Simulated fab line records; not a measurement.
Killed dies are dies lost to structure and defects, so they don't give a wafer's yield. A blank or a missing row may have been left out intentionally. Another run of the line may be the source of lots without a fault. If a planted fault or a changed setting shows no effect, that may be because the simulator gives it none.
A lot that was struck, set against a sound lot ; flow sky130 ; 35 steps out of a route of 708
Sound: these wafers, L441.2, L441.3, L441.6. The struck wafers were L433.1, L433.2, L433.4. The cause is given at the end.
For every step that has rows: the tool of each side, followed by ch and its chambers, followed by its first start. Under that, the readings that differ: sound wafers ; struck wafers ; difference of the means ; sigmas: that difference in standard deviations of wafers without a fault.
alike: same words and numbers on both sides, and readings whose means sit less than 2 such deviations apart. not compared: any withheld reading, any reading some wafer has no value for, any bound like >300 that may hide the same value, and any number with overlapping values for which the record gives no deviation.
Wherever a step has rows on one side only, a row that says differs or no value, or a row with sigmas, the two part there. Numbers that don't overlap but have no deviation are shown without sigmas and don't part them. Lack of a reading on every wafer of one side parts them only where that side has two or more wafers.

first, 10 steps without rows for these wafers: SKY_POLY_CUT_ETCH_10 (etches BARC in N2/H2, stops on SiO2, time 45.9 s, target depth 60 nm); SKY_POLY_CUT_ETCH_11 (etches Si3N4 in CF4/CH2F2/Ar, stops on poly-Si, time 42.5 s, target depth 60 nm); SKY_POLY_CUT_STRIP_12 (strips in O2/N2); SKY_SD_P_DEHYDRATE_00 (time 60 s); SKY_SD_P_HMDS_01 (prime time 60 s); SKY_SD_P_COAT_02 (resist thk 1140 nm); SKY_SD_P_SOFTBAKE_03 (time 60 s); SKY_SD_P_EXPOSE_04 (exposes mask PSDM, target cd 380 nm); SKY_SD_P_PEB_05; SKY_SD_P_DEVELOP_06 (develop time 60 s).
SKY_SD_P_IMPLANT_09:
  sound on implanter-03 ch 0, day 32 05:47; struck on implanter-03 ch 0, day 29 10:04
reading;sound;struck;difference;sigmas
beam-on-s (s);16.3 16.3 15.8;12.6 12.8 12.6;-3.5;-6
dose-ions-cm2;3.006e+15 3e+15 3.008e+15;2.377e+15 2.384e+15 2.381e+15;-6.240e+14;-99 or more
SKY_SD_P_STRIP_10: strips in O2/N2.
  sound on plasma-asher-02 ch 0,1, day 32 05:55; struck on plasma-asher-03 ch 0,1, day 29 10:13
reading;sound;struck;difference;sigmas
strip-time-to-endpoint-s (s);17.45 17.47 17.49;17.08 17.06 17.08;-0.40;-12
  alike: drypump-motor-current-A, oes-product-au
  not compared: rf-hours-counter-h
then, 21 steps without rows for these wafers: SKY_RES_XHIGH_DEHYDRATE_00 (time 60 s); SKY_RES_XHIGH_HMDS_01 (prime time 60 s); SKY_RES_XHIGH_COAT_02 (resist thk 1140 nm); SKY_RES_XHIGH_SOFTBAKE_03 (time 60 s); SKY_RES_XHIGH_EXPOSE_04 (exposes mask URPM, target cd 1270 nm); SKY_RES_XHIGH_PEB_05; SKY_RES_XHIGH_DEVELOP_06 (develop time 60 s); SKY_RES_XHIGH_IMPLANT_07; SKY_RES_XHIGH_STRIP_08 (strips in O2/N2); SKY_SD_N_DEHYDRATE_00 (time 60 s); SKY_SD_N_HMDS_01 (prime time 60 s); SKY_SD_N_COAT_02 (resist thk 1140 nm); SKY_SD_N_SOFTBAKE_03 (time 60 s); SKY_SD_N_EXPOSE_04 (exposes mask NSDM, target cd 380 nm); SKY_SD_N_PEB_05; SKY_SD_N_DEVELOP_06 (develop time 60 s); SKY_SD_N_IMPLANT_09; SKY_SD_N_IMPLANT_10; SKY_SD_N_STRIP_11 (strips in O2/N2); SKY_SD_N_CLEAN_13 (cleans in SC1/SC2, time 150 s); SKY_SD_N_RTA_14 (time 2 s).
-- the record jumps here: 2 days lie between the struck wafers' starts before and after --
SKY_SD_N_RS_MEAS_17: uses a four-point probe to measure.
  struck on film-metro-04, day 31 18:29; sound on film-metro-04, day 34 11:56
reading;sound;struck;difference;sigmas
SD_P_RS (ohm/sq);146.9 147.2 146.9;150.2 150.7 150.4;+3.4;+8
-- a jump in the record: the struck wafers' starts before and after are 17 days apart (it breaks off in module SD_N and resumes in module PAD_OPEN, where the first step shown is number 708 of the route) --
SKY_PAD_OPEN_PROBE_99:
  struck on prober-01, day 48 11:13; sound on prober-01, day 50 07:31
reading;sound;struck;difference;sigmas
model.etest.res-high-po.line-ohm-um;742.6 750.4 733.7;893 898 861.1;+142;
model.etest.licon-high-po.rc-ohm;341.3 365.3 371.9;476.7 478 482.4;+119.5;
model.etest.res-pdiff.line-ohm-um;1387 1406 1393;1466 1457 1480;+72;
model.etest.res-high-po.rs-ohm-sq;258.2 260.9 257.6;306.6 312 299.5;+47.1;
model.etest.licon-pdiff.rc-ohm;601.2 608.5 601.7;628 614.7 666;+32;
model.etest.res-pdiff-hv.rs-ohm-sq;197.2 196.7 197.6;207.6 206.8 208;+10.3;
model.etest.res-pdiff.rs-ohm-sq;200.3 202.6 202.9;213 210 212.1;+10;
  alike: killed_at_M0_to_M3, killed_at_M4_up, killed-at-contacts, killed-at-front-end, killed-at-other, killed-dies, killed-open, killed-short

WHERE THEY PART
Last at SKY_SD_N_RS_MEAS_17 as far as this record goes, first at SKY_SD_P_IMPLANT_09. Later steps at which nothing parts them and some readings are alike: SKY_PAD_OPEN_PROBE_99.

WHY: whatever the simulator had introduced
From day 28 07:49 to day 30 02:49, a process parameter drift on implanter-03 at SKY_SD_P_IMPLANT_09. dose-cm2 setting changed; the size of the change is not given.
